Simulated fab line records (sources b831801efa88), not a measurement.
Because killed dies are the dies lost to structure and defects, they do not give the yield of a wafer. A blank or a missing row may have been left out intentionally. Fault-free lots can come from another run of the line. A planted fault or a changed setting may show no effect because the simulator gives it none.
Matching of chambers ; flow sky130 ; SKY_VIA1_CMP_24 on cmp-01 has 4 sister chambers
The step polishes, stops on SiO2, t overpolish 15 s, target thk 0 nm. 4 wafers are shown with their chamber, then 8 later ones without.

## WAFERS WITH THEIR CHAMBER
wafer;chamber;motor current A (A)
L082.1;2;13.1
L082.2;1;9.0
L082.3;3;9.9
L082.4;0;11.3

## WAFERS MISSING THEIR CHAMBER
wafer;motor current A (A)
L082.5;12.8
L082.6;8.6
L084.1;9.8
L084.2;11.3
L084.3;9.1
L084.4;13.2
L084.5;9.6
L084.6;11.3

## WHICH CHAMBER EACH WENT THROUGH
wafer;from the rows above;in truth
L082.5;2;2
L082.6;1;1
L084.1;3;3
L084.2;0;0
L084.3;1;1
L084.4;2;2
L084.5;can't be placed: 3 or 1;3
L084.6;0;0
Correctly placed: 7 of 8. Not placeable from these rows: 1 (in 1, the candidates include the true chamber). Number placed wrongly: 0.
How it was worked out, from the rows above alone: a wafer's distance from a chamber is the root of the sum, over the readings, of the square of ((its reading less the chamber's mean) divided by the reading's scatter). The wafer belongs to the nearest chamber; if the next one is less than 2 further off, it can't be placed. A chamber's mean is the mean of its shown wafers. The scatter: root of mean squared gap, hidden wafer to nearest shown wafer, with one shown wafer a chamber.
